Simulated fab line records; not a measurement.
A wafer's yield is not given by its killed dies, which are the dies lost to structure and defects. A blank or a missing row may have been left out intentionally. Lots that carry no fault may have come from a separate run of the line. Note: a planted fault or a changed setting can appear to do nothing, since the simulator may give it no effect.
fab line records | flow sky130
[record] lots = 13 wafers = 39 lastDay = 50
route steps=708 shown FIELD_ISO@14 VT_ADJUST_NCORE@129 VT_ADJUST_HVTR@138 PAD_OPEN@708
lots with no fault: from the same line, run without faults
startH: hours from the record's first day to the start of the lot's first wafer shown | waitH: hours from the lot's prior step to this one | " identical to the entry in the row above | L1.1+2: a row that stands for several wafers | - value missing, or start not given | * or withheld: withheld | < > ~ a bound
route shown NAME@n: a module of which the file shows steps, and the number in the route of the first | usual: average and standard deviation across the fault-free wafers | same: alike in all rows | chamber/n: place in a boat | sites: readings site by site | _std_site: the standard deviation of these | _edge_site: outer sites' mean less inner sites' | radiusMm: how far each site lies from the wafer's centre | mask NAME#n: copy n | behind: the last tool/chamber to shape the wafer | hold: why the lot was held/for how many hours/how that ended | device: whichever transistor did not switch (one of n, p or np) | end of line: the same wafers' tests at the end of the route | a step with no rows: only its recipe | killed: count of dies lost to structure and defects at first sort (not the wafer's yield) | map: dies across one wafer; x = killed, . = not, _ = none there
set.NAME: the setting the step ran with; set.NAME@STEP: the setting that earlier step ran with | model.NAME: the simulator's own value behind a step, which no gauge read
one table for each step of the route and one row for each wafer, over a sample of lots
services: from which hour (startH, from the record's first day; less than 0 if before it) a tool's chamber was out of use, for how many hours, and why
[[steps]]
[step SKY_FIELD_ISO_CD_MEAS_13]
[recipe] targetCdNm = 150
[usual] cdNm = 150.1/1.4
// columns lot.wafer tool chamber startH waitH cdNm
L996.2 cdSem-02 - 34.53 - 151.6
L996.4 " - " " 152.3
L996.5 " - " " 151.6
L997.1 cdSem-02 - 40.28 - 148.6
L997.2 " - " " 149.1
L997.4 " - " " 149.8
L998.2 cdSem-02 - 45.50 - 151.3
L998.3 " - " " 151.0
L998.4 " - " " 150.3
L999.2 cdSem-02 - 49.15 - 153.8
L999.3 " - " " 152.1
L999.6 " - " " 153.8
L100.1 cdSem-01 - 55.13 - 150.7
L100.4 " - " " 150.2
L100.5 " - " " 151.4
L101.2 cdSem-02 - 59.20 - 150.0
L101.4 " - " " 149.3
L101.6 " - " " 151.9
L102.1 cdSem-01 - 65.13 - 147.9
L102.3 " - " " 150.2
L102.4 " - " " 151.1
L105.1 cdSem-01 - 82.15 - 147.8
L105.3 " - " " 148.2
L105.6 " - " " 148.7
L110.1 cdSem-02 - 106.66 - 150.8
L110.2 " - " " 151.2
L110.5 " - " " 150.8
L112.2 cdSem-01 - 116.45 - 151.3
L112.3 " - " " 150.7
L112.6 " - " " 148.9
L113.1 cdSem-01 - 122.85 - 152.1
L113.4 " - " " 151.4
L113.6 " - " " 150.8
L115.2 cdSem-02 - 134.80 - 149.3
L115.5 " - " " 149.9
L115.6 " - " " 148.3
L116.2 cdSem-02 - 139.05 - 150.7
L116.4 " - " " 152.3
L116.5 " - " " 149.9
[step SKY_FIELD_ISO_ETCH_15]
[recipe] chemistry = CHF3/O2 targetDepthNm = 180 stopOn = Si sourceW = 600 biasW = 200 pressureMtorr = 40 chf3FlowSccm = 50 O2_flow_sccm = 5 timeS = 72
[usual] biasW = 199.8/0.7 drypumpMotorCurrentA = 5.7/0.45 oesProductAu = 0.944/0.007 throttleValvePct = 8.845/0.0098
// columns lot.wafer tool chamber startH waitH biasW drypumpMotorCurrentA oesProductAu rfHoursCounterH throttleValvePct
L996.2 rieDiel-04 0 34.67 0.0 200.9 5.1 0.942 4 8.841
L996.4 " 1 " " 199.4 5.5 0.943 124 8.844
L996.5 " 3 " " 198.7 4.9 0.946 - 8.846
L997.1 rieDiel-01 3 40.45 0.0 200.6 5.8 0.938 23 8.835
L997.2 " 0 " " 199.3 6.0 0.927 61 8.835
L997.4 " 1 " " 199.6 5.9 0.945 5 8.836
L998.2 rieDiel-04 2 45.65 0.0 200.0 6.3 0.934 125 8.849
L998.3 " 0 " " 199.6 5.0 0.946 4 8.856
L998.4 " 3 " " 199.3 4.9 0.944 138 8.842
L999.2 rieDiel-04 0 49.30 0.0 198.8 5.0 0.941 4 8.843
L999.3 " 3 " " 201.6 4.9 0.944 138 8.820
L999.6 " 0 " " 200.1 5.0 0.943 - 8.837
L100.1 rieDiel-01 2 55.30 0.0 200.7 5.6 0.948 15 8.870
L100.4 " 0 " " 198.7 6.0 0.940 62 8.850
L100.5 " 2 " " 199.4 5.6 0.934 - 8.857
L101.2 rieDiel-01 3 59.35 0.0 200.1 5.8 0.936 23 8.854
L101.4 " 0 " " 199.8 6.0 0.944 62 8.849
L101.6 " 1 " " 199.6 6.0 0.930 - 8.843
L102.1 rieDiel-01 1 65.29 0.0 200.9 6.0 0.940 5 8.848
L102.3 " 0 " " 199.3 6.0 0.939 62 8.846
L102.4 " 2 " " 199.0 5.6 0.948 15 8.840
L105.1 rieDiel-04 1 82.31 0.0 199.1 5.5 0.944 125 8.827
L105.3 " 3 " " 199.2 4.9 0.929 138 8.839
L105.6 " 3 " " 199.7 4.9 0.940 - 8.842
L110.1 rieDiel-04 1 106.82 0.0 201.2 5.6 0.940 125 8.845
L110.2 " 3 " " 199.3 4.9 0.939 139 8.827
L110.5 " 1 " " 201.0 5.5 0.937 - 8.851
L112.2 rieDiel-01 0 116.60 0.0 180.0 6.0 0.941 63 8.824
L112.3 " 1 " " 180.5 5.9 0.943 6 8.851
L112.6 " 1 " " 180.2 6.0 0.950 - 8.854
L113.1 rieDiel-01 0 123.01 0.0 179.0 6.0 0.943 63 8.841
L113.4 " 2 " " 179.4 5.6 0.940 16 8.845
L113.6 " 1 " " 180.8 6.0 0.947 - 8.844
L115.2 rieDiel-04 1 134.95 0.0 199.6 5.5 0.951 126 8.838
L115.5 " 3 " " 199.2 4.9 0.952 - 8.853
L115.6 " 0 " " 199.7 5.1 0.939 - 8.848
L116.2 rieDiel-04 2 139.20 0.0 198.9 6.3 0.951 126 8.833
L116.4 " 1 " " 200.5 5.6 0.950 126 8.842
L116.5 " 3 " " 200.7 4.9 0.947 - 8.853
[step SKY_VT_ADJUST_NCORE_STRIP_10]
[recipe] chemistry = O2/N2 powerW = 1400 pressureMtorr = 1500 platenTempC = withheld o2FlowSccm = 3000 n2FlowSccm = 300 overashFraction = 0.5
[usual] drypumpMotorCurrentA = 5.7/0.59 oesProductAu = 0.717/0.0044 stripTimeToEndpointS = 14.15/0.041
// columns lot.wafer tool chamber startH waitH drypumpMotorCurrentA oesProductAu rfHoursCounterH stripTimeToEndpointS
L996.2 plasmaAsher-03 1 190.86 0.1 6.7 0.716 7 14.24
L996.4 " 1 " " 6.7 0.721 - 14.24
L996.5 " 0 " " 5.9 0.720 - 14.21
L997.1 plasmaAsher-03 0 200.04 0.1 5.9 0.714 8 14.13
L997.2 " 1 " " 6.7 0.707 8 14.19
L997.4 " 0 " " 5.9 0.718 - 14.15
L998.2 plasmaAsher-03 1 212.66 0.1 6.7 0.717 10 14.14
L998.3 " 0 " " 5.9 0.713 - 14.21
L998.4 " 1 " " 6.7 0.711 - 14.14
L999.2 plasmaAsher-03 1 217.19 0.1 6.7 0.707 10 14.13
L999.3 " 0 " " 5.9 0.721 - 14.09
L999.6 " 0 " " 5.9 0.716 - 14.10
L100.1 plasmaAsher-01 0 224.61 0.1 5.3 0.718 52 14.12
L100.4 " 0 " " 5.3 0.717 - 14.20
L100.5 " 0 " " 5.3 0.715 - 14.18
L101.2 plasmaAsher-03 1 230.26 0.1 6.7 0.717 12 14.18
L101.4 " 1 " " 6.7 0.721 - 14.16
L101.6 " 1 " " 6.7 0.720 - 14.18
L102.1 plasmaAsher-03 0 230.94 0.1 5.9 0.715 13 14.12
L102.3 " 1 " " 6.7 0.712 - 14.08
L102.4 " 0 " " 5.9 0.709 - 14.17
L105.1 plasmaAsher-03 0 255.14 0.1 5.9 0.715 14 14.13
L105.3 " 1 " " 6.7 0.712 - 14.12
L105.6 " 1 " " 6.7 0.714 - 14.18
L110.1 plasmaAsher-03 0 292.82 0.1 5.9 0.714 21 14.20
L110.2 " 1 " " 6.7 0.723 21 14.15
L110.5 " 1 " " 6.7 0.723 - 14.19
L112.2 plasmaAsher-04 1 306.22 0.1 5.2 0.713 41 14.12
L112.3 " 0 " " 5.2 0.714 - 14.12
L112.6 " 0 " " 5.2 0.712 - 14.15
L113.1 plasmaAsher-01 0 313.19 0.1 5.3 0.723 65 14.18
L113.4 " 1 " " 5.3 0.723 - 14.14
L113.6 " 0 " " 5.3 0.718 - 14.16
L115.2 plasmaAsher-04 0 332.29 0.1 5.2 0.719 44 14.16
L115.5 " 1 " " 5.2 0.721 - 14.16
L115.6 " 0 " " 5.2 0.717 - 14.12
L116.2 plasmaAsher-03 0 335.29 0.1 5.9 0.722 26 14.18
L116.4 " 0 " " 5.9 0.713 - 14.18
L116.5 " 0 " " 5.9 0.713 - 14.17
[step SKY_VT_ADJUST_HVTR_CD_MEAS_07]
[recipe] targetCdNm = 380
[usual] cdNm = 380.1/2.7
// columns lot.wafer tool chamber startH waitH cdNm
L996.2 cdSem-02 - 213.03 0.1 378.9
L996.4 " - " " 379.7
L996.5 " - " " 380.0
L997.1 cdSem-02 - 223.03 0.1 377.2
L997.2 " - " " 379.4
L997.4 " - " " 380.0
L998.2 cdSem-02 - 235.94 0.1 384.1
L998.3 " - " " 383.4
L998.4 " - " " 384.9
L999.2 cdSem-01 - 240.93 0.1 378.9
L999.3 " - " " 379.0
L999.6 " - " " 379.6
L100.1 cdSem-02 - 248.12 0.1 379.1
L100.4 " - " " 380.7
L100.5 " - " " 381.2
L101.2 cdSem-02 - 254.05 0.1 382.8
L101.4 " - " " 381.5
L101.6 " - " " 380.8
L102.1 cdSem-01 - 255.11 0.1 376.8
L102.3 " - " " 372.9
L102.4 " - " " 375.6
L105.1 cdSem-01 - 280.01 0.1 378.7
L105.3 " - " " 377.9
L105.6 " - " " 379.0
L110.1 cdSem-01 - 318.13 0.1 383.0
L110.2 " - " " 380.4
L110.5 " - " " 382.1
L112.2 cdSem-02 - 332.50 0.1 375.5
L112.3 " - " " 373.9
L112.6 " - " " 379.4
L113.1 cdSem-02 - 339.21 0.1 380.0
L113.4 " - " " 384.2
L113.6 " - " " 382.3
L115.2 cdSem-02 - 359.23 0.1 379.4
L115.5 " - " " 381.3
L115.6 " - " " 379.3
L116.2 cdSem-01 - 361.93 0.1 382.7
L116.4 " - " " 380.0
L116.5 " - " " 383.2
[step SKY_PAD_OPEN_PROBE_99]
[usual] killed_at_M0_to_M3 = 45/7.2 killed_at_M4_up = 3.0/1.8 killedAtContacts = 25/6.1 killedAtFrontEnd = 14/4.4 killedAtOther = 0.2/0.44 killedDies = 88/10 killedOpen = 48/7.4 killedShort = 40/6.3
[same] grossDies = 492 killedAtBackSide = 0
// columns lot.wafer tool chamber startH waitH killed_at_M0_to_M3 killed_at_M4_up killedAtContacts killedAtFrontEnd killedAtOther killedDies killedOpen killedShort
L997.1 prober-02 - 1102.78 0.1 38 2 34 14 1 89 57 32
L997.2 prober-02 - 1102.83 0.1 46 4 28 21 0 99 49 50
L997.4 prober-02 - 1102.93 0.2 45 2 22 11 0 80 49 31
L110.1 prober-01 - 1167.40 0.1 45 0 36 11 0 92 60 32
L110.2 prober-01 - 1167.45 0.1 35 2 30 11 0 78 45 33
L110.5 prober-01 - 1167.60 0.2 35 3 20 11 0 69 41 28
// killed by level:class
L997.1 CONTACT:geometricParticle:open=17 LI_CONTACT:geometricParticle:open=12 VIA1:geometricParticle:open=6 FIELD_ISO:geometricParticle:open=5 METAL2:geometricParticle:short=5 METAL1:geometricParticle:short=5 VIA3:geometricParticle:short=5 METAL3:geometricParticle:short=5
L997.2 VIA1:geometricParticle:open=9 FIELD_ISO:geometricParticle:open=7 LOCAL_INTERCONNECT:geometricParticle:short=7 CONTACT:geometricParticle:short=7 FIELD_ISO:geometricParticle:short=6 METAL1:geometricParticle:short=6 VIA2:geometricParticle:open=6 VIA3:geometricParticle:open=6
L997.4 VIA1:geometricParticle:open=11 LI_CONTACT:geometricParticle:open=10 VIA1:geometricParticle:short=7 CONTACT:geometricParticle:open=6 METAL1:geometricParticle:short=6 VIA2:geometricParticle:open=5 POLY_GATE:geometricParticle:open=4 METAL2:geometricParticle:short=4
L110.1 CONTACT:geometricParticle:open=19 VIA1:geometricParticle:open=18 LI_CONTACT:geometricParticle:open=8 CONTACT:geometricParticle:short=5 VIA1:geometricParticle:short=5 VIA2:geometricParticle:open=5 LOCAL_INTERCONNECT:geometricParticle:short=4 POLY_GATE:geometricParticle:short=3
L110.2 CONTACT:geometricParticle:open=12 VIA1:geometricParticle:open=10 METAL1:geometricParticle:short=10 LI_CONTACT:geometricParticle:open=8 LOCAL_INTERCONNECT:geometricParticle:short=6 METAL2:geometricParticle:short=5 POLY_GATE:geometricParticle:open=4 VIA3:geometricParticle:open=4
L110.5 CONTACT:geometricParticle:open=10 VIA2:geometricParticle:open=7 METAL1:geometricParticle:short=7 VIA1:geometricParticle:open=7 VIA3:geometricParticle:open=6 FIELD_ISO:geometricParticle:open=3 FIELD_ISO:geometricParticle:short=3 POLY_GATE:geometricParticle:short=3
[[services]]
// columns tool chamber startH hours kind
plasmaAsher-01 - 53.81 2.8 pm
rieDiel-04 1 55.98 4.4 repair
rieDiel-04 3 57.31 5.7 repair
plasmaAsher-04 - 64.41 1.4 repair
rieDiel-01 0 75.38 2.4 repair
rieDiel-04 - 77.28 2.8 pm
plasmaAsher-01 - 90.09 1.3 repair
rieDiel-04 1 93.15 1.5 repair
plasmaAsher-03 - 108.75 9.0 pm
plasmaAsher-03 0 108.75 9.0 ventCycle
plasmaAsher-03 1 108.75 9.0 ventCycle
rieDiel-01 - 137.49 1.0 repair
rieDiel-01 3 166.87 5.1 repair
plasmaAsher-04 - 188.74 1.6 repair
plasmaAsher-04 - 190.64 88.7 repair
rieDiel-01 2 196.81 7.9 repair
plasmaAsher-03 - 204.24 1.7 repair
rieDiel-01 3 208.46 1.5 repair
rieDiel-04 3 223.30 16.6 repair
plasmaAsher-01 - 229.43 7.7 repair
rieDiel-04 0 232.62 13.9 repair
plasmaAsher-03 - 237.10 14.6 pm
rieDiel-01 - 303.15 0.5 repair
plasmaAsher-01 - 307.79 2.8 repair
[[key]]
[firstSign] step = SKY_FIELD_ISO_ETCH_15 reading = biasW direction = down sigmas = 28 usual = 199.8 struck = 180.0
effect none on later readings
metAt SKY_FIELD_ISO_ETCH_15
struckLots L112,L113
testerLeftOut L112,L113
notActingAt SKY_FIELD_ISO_CD_MEAS_13,SKY_VT_ADJUST_NCORE_STRIP_10,SKY_VT_ADJUST_HVTR_CD_MEAS_07
onsetBetween 65.29 116.60
[fault] kind = processParameterDrift tool = rieDiel-01 chamber = - onsetH = 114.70 steps = SKY_FIELD_ISO_ETCH_15 channel = biasW offset = -19.782 shape = step endH = 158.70 actsIn = theseRecipesOnly stated = 200
// testerLeftOut: of these lots the tester's yield and bins aren't shown, on N5 and GAA mostly nor the transistor test; their killed dies are dies lost to structure and defects alone, not to doping, threshold or leakage, so they don't give the yield
